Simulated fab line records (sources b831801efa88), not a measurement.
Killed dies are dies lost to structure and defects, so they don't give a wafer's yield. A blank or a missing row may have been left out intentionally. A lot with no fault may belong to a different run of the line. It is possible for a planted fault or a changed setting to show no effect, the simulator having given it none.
Chamber matching	flow gf180mcu	GF_V5_CMP_26 on cmp-01 has 4 sister chambers
The step polishes, stops on SiO2, t overpolish 15 s, target thk 0 nm. 8 wafers are shown with their chamber, then 7 later ones without.

## WAFERS, EACH WITH ITS CHAMBER
wafer	chamber	motor_current_A (A)	time_to_endpoint_s (s)
L588.1	1	10.7	84
L588.2	0	10.5	87
L588.5	3	11.8	85
L596.2	2	11.1	87
L596.4	1	11.5	83
L596.5	2	10.5	90
L598.1	0	10.4	90
L598.4	3	11.2	89

## WAFERS WHOSE CHAMBER IS MISSING
wafer	motor_current_A (A)	time_to_endpoint_s (s)
L598.6	11.0	87
L600.1	10.6	82
L600.3	10.7	88
L600.6	11.9	86
L601.2	11.9	78
L601.4	10.4	77
L601.5	10.6	82

## WHICH CHAMBER EACH WENT THROUGH
wafer	from the rows above	in truth
L598.6	can't be placed: 2 or 3 or 0 or 1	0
L600.1	can't be placed: 1 or 0 or 2 or 3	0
L600.3	can't be placed: 2 or 0 or 3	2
L600.6	can't be placed: 3 or 1 or 2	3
L601.2	can't be placed: 1 or 3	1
L601.4	can't be placed: 1 or 3 or 0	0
L601.5	can't be placed: 1 or 0 or 2 or 3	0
Placed correctly: 0 of 7. From these rows, 7 cannot be placed; in 7 the true chamber is one of the candidates. 0 placed wrongly.
How it was worked out, from the rows above alone: a wafer's distance from a chamber is the root of the sum, over the readings, of the square of ((its reading less the chamber's mean) divided by the reading's scatter). The wafer belongs to the nearest chamber; if the next one is less than 2 further off, it can't be placed. For every chamber, the mean is computed from those of its wafers that are shown. The scatter: take each reading less its chamber's mean, square it, sum over the shown wafers, divide by the number of wafers less the number of chambers, and take the root.
